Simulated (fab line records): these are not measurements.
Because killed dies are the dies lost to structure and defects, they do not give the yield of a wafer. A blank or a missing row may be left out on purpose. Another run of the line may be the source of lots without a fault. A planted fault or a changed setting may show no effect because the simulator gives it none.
Which tool was responsible? | flow sky130 | 36 wafers from 12 lots sampled at 4 of the route's 708 steps

WHAT THE GAUGES SHOWED, per wafer
SKY_VIA4_RS_MEAS_19: the measuring method here is four-point-probe.
lot  | measured     | on            | VIA4_W_RS (ohm/sq)
L984 | day 43 11:51 | film metro-02 | 0.2226 0.2241 0.2218
L985 | day 43 16:07 | film metro-01 | 0.2258 0.2262 0.2258
L987 | day 43 21:23 | film metro-02 | 0.2201 0.2225 0.2210
L988 | day 44 08:34 | film metro-02 | 0.2262 0.2270 0.2273
L992 | day 45 10:27 | film metro-01 | 0.2258 0.2263 0.2252
L993 | day 46 00:25 | film metro-02 | 0.2242 0.2241 0.2223
L996 | day 46 11:41 | film metro-04 | 0.2248 0.2236 0.2233
L999 | day 47 04:53 | film metro-02 | 0.2288 0.2270 0.2305
L100 | day 47 09:59 | film metro-01 | 0.2214 0.2213 0.2204
L101 | day 47 14:26 | film metro-04 | 0.2251 0.2303 0.2244
L106 | day 49 06:46 | film metro-02 | 0.2234 0.2254 0.2253
L107 | day 49 03:40 | film metro-04 | 0.2225 0.2241 0.2213

SKY_METAL5_RS_MEAS_05: the measuring method here is four-point-probe.
lot  | measured     | on            | METAL5_ALCU_RS (ohm/sq)
L984 | day 43 12:30 | film metro-03 | 0.02706 0.02694 0.02711
L985 | day 43 16:46 | film metro-03 | 0.02724 0.02737 0.02723
L987 | day 43 22:07 | film metro-02 | 0.02726 0.02728 0.02688
L988 | day 44 12:09 | film metro-03 | 0.02665 0.02676 0.02682
L992 | day 45 11:14 | film metro-03 | 0.02687 0.02703 0.02669
L993 | day 46 01:05 | film metro-02 | 0.02703 0.02702 0.02715
L996 | day 46 12:27 | film metro-03 | 0.02685 0.02675 0.02722
L999 | day 47 05:32 | film metro-03 | 0.02727 0.02716 0.02708
L100 | day 47 10:38 | film metro-04 | 0.02658 0.02674 0.02667
L101 | day 47 15:05 | film metro-02 | 0.027 0.02692 0.02697
L106 | day 49 07:25 | film metro-04 | 0.0271 0.02738 0.02692
L107 | day 49 04:19 | film metro-02 | 0.02705 0.02738 0.02694

EACH LOT AND THE TOOL THAT RAN IT (in order: tool; ch and the chambers of the sampled wafers; start)
lot  | SKY_VT_ADJUST_LVTN_STRIP_09          | SKY_METAL5_SPUTTER_01
L984 | plasma asher-02 ch 0,1, day 7 07:17  | pvd sputter-04, day 43 12:21
L985 | plasma asher-03 ch 1, day 7 09:47    | pvd sputter-04, day 43 16:36
L987 | plasma asher-01 ch 0,1, day 7 17:10  | pvd sputter-02, day 43 21:59
L988 | plasma asher-01 ch 0, day 8 06:35    | pvd sputter-04, day 44 11:59
L992 | plasma asher-02 ch 0,1, day 9 00:16  | pvd sputter-01, day 45 11:04
L993 | plasma asher-02 ch 0, day 9 09:14    | pvd sputter-02, day 46 00:55
L996 | plasma asher-03 ch 0,1, day 10 06:17 | pvd sputter-04, day 46 12:19
L999 | plasma asher-03 ch 0,1, day 11 01:50 | pvd sputter-01, day 47 05:23
L100 | plasma asher-03 ch 0,1, day 11 05:11 | pvd sputter-02, day 47 10:29
L101 | plasma asher-03 ch 0,1, day 11 16:01 | pvd sputter-04, day 47 14:56
L106 | plasma asher-01 ch 0,1, day 13 13:40 | pvd sputter-01, day 49 07:13
L107 | plasma asher-01 ch 0,1, day 13 14:50 | pvd sputter-04, day 49 04:10
- SKY_VT_ADJUST_LVTN_STRIP_09: strips in O2/N2.
- SKY_METAL5_SPUTTER_01: material TiN, target thk 20 nm, time 16.7 s.

WHAT THE TOOLS THEMSELVES READ (means of the sampled wafers that have a number; where no wafer has one, the mark that the record gives instead)
SKY_VT_ADJUST_LVTN_STRIP_09.
lot  | tool            | drypump motor current A (A) | oes product au (a.u.) | strip time to endpoint s (s)
L984 | plasma asher-02 | 5.3                         | 0.719                 | 36.90
L985 | plasma asher-03 | 6.2                         | 0.723                 | 36.97
L987 | plasma asher-01 | 6.4                         | 0.727                 | 36.92
L988 | plasma asher-01 | 6.6                         | 0.721                 | 36.85
L992 | plasma asher-02 | 5.7                         | 0.722                 | 36.91
L993 | plasma asher-02 | 5.0                         | 0.725                 | 36.97
L996 | plasma asher-03 | 6.1                         | 0.723                 | 36.88
L999 | plasma asher-03 | 6.1                         | 0.723                 | 37.13
L100 | plasma asher-03 | 6.0                         | 0.722                 | 36.99
L101 | plasma asher-03 | 6.0                         | 0.717                 | 36.91
L106 | plasma asher-01 | 6.1                         | 0.727                 | 37.04
L107 | plasma asher-01 | 6.4                         | 0.717                 | 36.99

SKY_METAL5_SPUTTER_01.
lot  | tool           | cathode dc power W (W) | chamber pressure pa (Pa) | throttle valve pct (%)
L984 | pvd sputter-04 | 6500.9                 | 0.4000                   | 30.0
L985 | pvd sputter-04 | 6499.9                 | 0.3998                   | 30.4
L987 | pvd sputter-02 | 6498.6                 | 0.3992                   | 29.8
L988 | pvd sputter-04 | 6500.9                 | 0.3990                   | 30.1
L992 | pvd sputter-01 | 6500.5                 | 0.3997                   | 30.3
L993 | pvd sputter-02 | 6500.3                 | 0.4002                   | 29.9
L996 | pvd sputter-04 | 6500.1                 | 0.4004                   | 30.2
L999 | pvd sputter-01 | 6499.4                 | 0.3999                   | 29.7
L100 | pvd sputter-02 | 6499.5                 | 0.3997                   | 29.7
L101 | pvd sputter-04 | 6500.3                 | 0.4004                   | 30.2
L106 | pvd sputter-01 | 6500.0                 | 0.3996                   | 29.8
L107 | pvd sputter-04 | 6500.1                 | 0.3999                   | 30.2

THE ANSWER, worked out from the rows above alone
Rule: what is usual is taken from the lots themselves. Put in order of their means at a reading, lots are off if they are a third of the lots or fewer, leave a main group of 4 or more, and stand apart from it by a gap of 3 or more times the standard deviation of the main group's means; of several such gaps the widest counts. A main group is skipped when, at the precision printed for the reading in the tables above, its means are all equal. A lot without any number at a reading at which 4 lots or more have one is off too. Any other lot the step has rows for is counted as sound. First the gauges in route order, then the tools' own readings, where a lot's mean is used as printed above. The first step at which some lot is off is used, and at that step the reading that is off furthest; a lot without a number counts as furthest.
None of the lots is off at any reading shown; this tells nothing.

WHAT THE SIMULATOR HAD PUT IN
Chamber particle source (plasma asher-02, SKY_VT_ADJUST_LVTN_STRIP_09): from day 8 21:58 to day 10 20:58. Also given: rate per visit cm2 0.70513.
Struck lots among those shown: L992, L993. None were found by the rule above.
